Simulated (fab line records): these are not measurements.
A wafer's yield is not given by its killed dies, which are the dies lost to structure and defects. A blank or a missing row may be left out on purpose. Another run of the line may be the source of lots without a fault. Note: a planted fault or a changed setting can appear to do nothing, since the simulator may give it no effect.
Matching of chambers / flow sky130 / SKY_VIA3_HDPCVD_00 on hdpcvd-01 has 3 sister chambers
The step deposits SiO2, target thk 1635 nm, time 272.5 s. 16 wafers are shown with their chamber, then 8 later ones without.

== WAFERS, EACH WITH ITS CHAMBER ==
wafer=L849.1; chamber=2; sih4FlowSccm (sccm)=60.20
wafer=L849.4; chamber=0; sih4FlowSccm (sccm)=60.43
wafer=L849.5; chamber=1; sih4FlowSccm (sccm)=59.88
wafer=L854.1; chamber=0; sih4FlowSccm (sccm)=60.35
wafer=L854.2; chamber=1; sih4FlowSccm (sccm)=59.99
wafer=L854.4; chamber=2; sih4FlowSccm (sccm)=59.70
wafer=L855.1; chamber=0; sih4FlowSccm (sccm)=60.05
wafer=L855.3; chamber=1; sih4FlowSccm (sccm)=59.84
wafer=L855.4; chamber=2; sih4FlowSccm (sccm)=60.26
wafer=L858.1; chamber=0; sih4FlowSccm (sccm)=60.29
wafer=L858.3; chamber=2; sih4FlowSccm (sccm)=59.86
wafer=L858.5; chamber=0; sih4FlowSccm (sccm)=60.23
wafer=L861.1; chamber=1; sih4FlowSccm (sccm)=59.85
wafer=L861.2; chamber=0; sih4FlowSccm (sccm)=59.90
wafer=L861.4; chamber=2; sih4FlowSccm (sccm)=60.22
wafer=L863.1; chamber=2; sih4FlowSccm (sccm)=59.99

SIGNATURES, as means of the wafers listed above
reading=sih4FlowSccm; chamber 0=60.2083; chamber 1=59.8900; chamber 2=60.0383; scatter within a chamber=0.19
Rule: a wafer's distance from a chamber is the root of the sum, over the readings, of the square of ((its reading less the chamber's mean) divided by the reading's scatter). If the next closest chamber is less than 2 further off than the closest, the wafer can't be placed; otherwise it belongs to the closest. How the scatter is found: for the shown wafers, subtract from each reading the mean of its chamber, square and add these, divide the total by (wafers less chambers), then take the root.

== WAFERS WITH NO CHAMBER GIVEN ==
wafer=L863.3; sih4FlowSccm (sccm)=60.11
wafer=L863.6; sih4FlowSccm (sccm)=59.98
wafer=L869.3; sih4FlowSccm (sccm)=59.89
wafer=L869.4; sih4FlowSccm (sccm)=60.37
wafer=L869.5; sih4FlowSccm (sccm)=59.87
wafer=L872.2; sih4FlowSccm (sccm)=59.79
wafer=L872.3; sih4FlowSccm (sccm)=60.08
wafer=L872.4; sih4FlowSccm (sccm)=59.76

== WHICH CHAMBER EACH WENT THROUGH ==
wafer=L863.3; from the rows above=can't be placed: 2 or 0 or 1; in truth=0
wafer=L863.6; from the rows above=can't be placed: 2 or 1 or 0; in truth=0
wafer=L869.3; from the rows above=can't be placed: 1 or 2 or 0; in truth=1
wafer=L869.4; from the rows above=can't be placed: 0 or 2 or 1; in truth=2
wafer=L869.5; from the rows above=can't be placed: 1 or 2 or 0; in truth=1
wafer=L872.2; from the rows above=can't be placed: 1 or 2 or 0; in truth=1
wafer=L872.3; from the rows above=can't be placed: 2 or 0 or 1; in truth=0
wafer=L872.4; from the rows above=can't be placed: 1 or 2 or 0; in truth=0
0 of 8 placed correctly. Cannot be placed on the basis of these rows: 8; the candidates contain the true chamber in 8. 0 placed wrongly.
